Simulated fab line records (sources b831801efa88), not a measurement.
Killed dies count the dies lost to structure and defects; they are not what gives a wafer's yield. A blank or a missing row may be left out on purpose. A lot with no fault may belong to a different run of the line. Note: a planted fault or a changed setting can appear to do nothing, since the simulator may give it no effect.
Chamber matching    flow sky130    pecvd-03 running SKY_CAPM_CVD_00: 3 sister chambers
The step deposits SiO2, target thk 15.5 nm. 27 wafers are shown with their chamber, then 12 later ones without.

WAFERS WITH THEIR CHAMBER
wafer   chamber  heater power w (W)
L074.1  0        494
L074.5  0        477
L074.6  1        639
L079.1  0        578
L079.2  2        732
L079.5  1        675
L081.1  2        731
L081.3  0        477
L081.6  2        747
L082.2  0        471
L082.3  2        746
L082.6  2        757
L087.2  0        574
L087.5  0        553
L087.6  2        755
L088.2  2        693
L088.3  0        464
L088.6  0        472
L089.2  0        539
L089.5  1        655
L089.6  0        544
L090.1  0        490
L090.2  1        685
L090.3  2        706
L090.4  2        717
L090.5  1        682
L090.6  0        483

SIGNATURES (averages over the wafers above)
reading         chamber 0  chamber 1  chamber 2  scatter within a chamber
heater power w  508.92     667.20     731.56     33.4
Rule: distance of a wafer from a chamber = root of the sum over the readings of ((wafer's reading minus chamber's mean) / reading's scatter) squared. The wafer belongs to the nearest chamber; if the next one is less than 2 further off, it can't be placed. The scatter: the root of (the sum of the squares of (reading less its chamber's mean) over the shown wafers, divided by (wafers less chambers)).

WAFERS WITH NO CHAMBER GIVEN
wafer   heater power w (W)
L093.1  516
L093.2  722
L093.4  642
L094.1  474
L094.2  730
L094.6  726
L094.3  712
L094.4  479
L094.5  484
L095.1  702
L095.2  600
L095.3  507

WHICH CHAMBER EACH ONE RAN IN
wafer   from the rows above           in truth
L093.1  0                             0
L093.2  can't be placed: 2 or 1       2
L093.4  can't be placed: 1 or 2       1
L094.1  0                             0
L094.2  can't be placed: 2 or 1       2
L094.6  can't be placed: 2 or 1       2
L094.3  can't be placed: 2 or 1       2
L094.4  0                             0
L094.5  0                             0
L095.1  can't be placed: 2 or 1       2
L095.2  can't be placed: 1 or 0 or 2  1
L095.3  0                             0
5 of 12 placed correctly. These rows do not allow placing 7 (true chamber among the candidates in 7). Number placed wrongly: 0.
